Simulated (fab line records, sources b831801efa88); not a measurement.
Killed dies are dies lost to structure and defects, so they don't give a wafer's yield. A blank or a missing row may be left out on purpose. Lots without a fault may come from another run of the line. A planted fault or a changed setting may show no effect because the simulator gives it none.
Tool commonality check | flow sky130 | 12 lots, 36 wafers sampled

WHY IT WAS OPENED
At SKY_NWELL_TW_MEAS_15 the reading NWELL_TW is flagged on 2 of 12 lots. Wafers without a fault read 1844, standard deviation 19.
Rule: a lot is flagged when every wafer of it that has a number lies more than 4 standard deviations from that mean, or none has a number. The other lots count as sound.

lot  | measured     | on            | NWELL_TW, wafer by wafer | flag
L435 | day 4 14:50  | film_metro-01 | 1844 1840 1842           |
L436 | day 4 16:29  | film_metro-02 | 1849 1842 1843           |
L437 | day 4 22:56  | film_metro-02 | 1835 1842 1836           |
L438 | day 5 05:44  | film_metro-04 | 1870 1866 1867           |
L439 | day 5 11:40  | film_metro-04 | 1865 1869 1857           |
L445 | day 7 00:31  | film_metro-04 | 2032 2034 2038           | FLAGGED
L447 | day 7 11:35  | film_metro-02 | 1988 1989 1984           | FLAGGED
L449 | day 8 02:26  | film_metro-02 | 1820 1818 1825           |
L450 | day 8 04:55  | film_metro-01 | 1837 1847 1831           |
L456 | day 9 17:13  | film_metro-01 | 1840 1836 1840           |
L458 | day 10 05:34 | film_metro-01 | 1810 1835 1825           |
L457 | day 10 06:00 | film_metro-02 | 1823 1812 1822           |
The numbers of the flagged lots are 2011 on average: +167 against the usual, or +9 standard deviations.

WHICH TOOL RAN EACH LOT
The record holds 1 process step before the reading, out of a route of 708 steps. In each cell: the tool, then ch and the chambers that the sampled wafers went through, then the start.
lot  | flag    | SKY_NWELL_IMPLANT_11
L435 |         | implanter-02 ch 0, day 4 14:17
L436 |         | implanter-03 ch 0, day 4 15:59
L437 |         | implanter-02 ch 0, day 4 22:25
L438 |         | implanter-02 ch 0, day 5 05:11
L439 |         | implanter-02 ch 0, day 5 11:08
L445 | FLAGGED | implanter-01 ch 0, day 6 23:59
L447 | FLAGGED | implanter-01 ch 0, day 7 11:04
L449 |         | implanter-02 ch 0, day 8 01:54
L450 |         | implanter-02 ch 0, day 8 04:23
L456 |         | implanter-02 ch 0, day 9 16:41
L458 |         | implanter-02 ch 0, day 10 05:01
L457 |         | implanter-02 ch 0, day 10 05:27
What these steps do:
- SKY_NWELL_IMPLANT_11
- SKY_NWELL_TW_MEAS_15

FLAGGED OVER TOTAL, TOOL BY TOOL (the gauges that took the reading come last)
step                 | tool          | lots run | flagged | share of the flagged lots | sound lots run after its first flagged lot
SKY_NWELL_IMPLANT_11 | implanter-01  | 2        | 2       | all                       | 0
SKY_NWELL_IMPLANT_11 | implanter-02  | 9        | 0       | none                      | -
SKY_NWELL_IMPLANT_11 | implanter-03  | 1        | 0       | none                      | -
SKY_NWELL_TW_MEAS_15 | film_metro-01 | 4        | 0       | none                      | -
SKY_NWELL_TW_MEAS_15 | film_metro-02 | 5        | 1       | some                      | 2 (L449,L457)
SKY_NWELL_TW_MEAS_15 | film_metro-04 | 3        | 1       | some                      | 0

WHAT THE TABLE ALLOWS
1 row of the table ran every flagged lot: implanter-01 at SKY_NWELL_IMPLANT_11.
- implanter-01 at SKY_NWELL_IMPLANT_11: 2 of its 2 lots flagged. It ran no sound lot before its first flagged lot in this sample, so the start can't be narrowed down. Its own readings lie more than 4 standard deviations out on every wafer of the flagged lots: dose_ions_cm2, faraday_current_uA.
One tool is left: implanter-01 at SKY_NWELL_IMPLANT_11.

WHAT THE SIMULATOR HAD PUT IN
Process parameter drift: implanter-01, from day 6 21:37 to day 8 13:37, at SKY_NWELL_IMPLANT_11. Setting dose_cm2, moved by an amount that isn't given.
Lots struck among those shown: L445, L447. The rule above found the same.
